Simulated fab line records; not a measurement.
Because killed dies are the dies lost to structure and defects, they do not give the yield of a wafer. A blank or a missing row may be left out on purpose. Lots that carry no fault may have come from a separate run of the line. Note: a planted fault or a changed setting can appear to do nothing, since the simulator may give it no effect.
Which of the tools did it?    flow sky130    13 lots, 39 wafers sampled, at 2 steps of a route of 708

== WHAT THE GAUGES SHOWED, per wafer ==
SKY_VIA2_THK_MEAS_01. Usual: VIA2_HDPCVD_THK 1183 nm, standard deviation 14.
lot   measured      on            VIA2_HDPCVD_THK (nm)  flag
L150  day 35 23:01  filmMetro-02  1181 1187 1165        
L151  day 35 23:08  filmMetro-03  1209 1176 1155        
L153  day 36 12:29  filmMetro-03  1170 1167 1197        
L155  day 37 17:41  filmMetro-01  1174 1156 1180        
L156  day 37 18:00  filmMetro-02  1175 1167 1156        
L159  day 38 15:44  filmMetro-03  1191 1196 1190        
L160  day 38 16:37  filmMetro-03  1191 1190 1219        
L162  day 39 05:45  filmMetro-03  1184 1186 1191        
L161  day 39 07:50  filmMetro-01  1194 1176 1179        
L165  day 40 02:57  filmMetro-03  1196 1218 1196        
L164  day 40 05:21  filmMetro-03  1172 1195 1187        
L166  day 40 08:08  filmMetro-01  1193 1200 1189        
L172  day 42 10:14  filmMetro-02  1157 1183 1176        

SKY_VIA2_RS_MEAS_22: measurement is done with a four-point probe. Usual: VIA2_W_RS 0.2540 ohm/sq, standard deviation 0.0026.
lot   measured      on            VIA2_W_RS (ohm/sq)    flag
L150  day 36 22:59  filmMetro-01  0.2546 0.2516 0.2523  
L151  day 36 23:07  filmMetro-03  0.2495 0.2489 0.2554  
L153  day 37 14:29  filmMetro-02  0.2567 0.2508 0.2545  
L155  day 38 20:54  filmMetro-02  0.2552 0.2532 0.2500  
L156  day 38 21:04  filmMetro-01  0.2519 0.2514 0.2492  
L159  day 39 17:40  filmMetro-03  0.2516 0.2511 0.2533  
L160  day 39 19:19  filmMetro-01  0.2563 0.2563 0.2504  
L162  day 40 08:11  filmMetro-02  0.2534 0.2529 0.2561  
L161  day 40 10:23  filmMetro-01  0.2576 0.2508 0.2528  
L165  day 41 04:22  filmMetro-02  0.2546 0.2520 0.2498  
L164  day 41 07:16  filmMetro-02  0.2548 0.2527 0.2524  
L166  day 41 10:59  filmMetro-02  0.2535 0.2515 0.2503  
L172  day 43 11:26  filmMetro-01  0.2565 0.2565 0.2521  

== WHAT TOOL EACH LOT RAN ON (gives the tool, then ch and the chambers of the sampled wafers, and finally the start) ==
No process step before these readings appears in the record.

== WHAT THE TOOLS THEMSELVES READ (means of the sampled wafers that have a number; where no wafer has one, the mark that the record gives instead) ==
The record holds no such reading with a usual standard deviation.

== THE ANSWER, worked out from the rows above alone ==
Rule: lot off if the mean of its wafers having a number is beyond 3 standard deviations from the usual mean. Also off: a lot with no number at a reading for which 4 or more lots have one. Where the step has rows for the other lots, those lots are counted as sound. The gauges are gone through in route order, then the tools' own readings, and for those a lot's mean is taken as printed above. At the first step where some lot is off, the reading lying furthest off is the one used; lots without a number count as furthest.
Across all readings shown, no lot is off: no conclusion can be drawn from this.

== WHAT THE SIMULATOR HAD PUT IN ==
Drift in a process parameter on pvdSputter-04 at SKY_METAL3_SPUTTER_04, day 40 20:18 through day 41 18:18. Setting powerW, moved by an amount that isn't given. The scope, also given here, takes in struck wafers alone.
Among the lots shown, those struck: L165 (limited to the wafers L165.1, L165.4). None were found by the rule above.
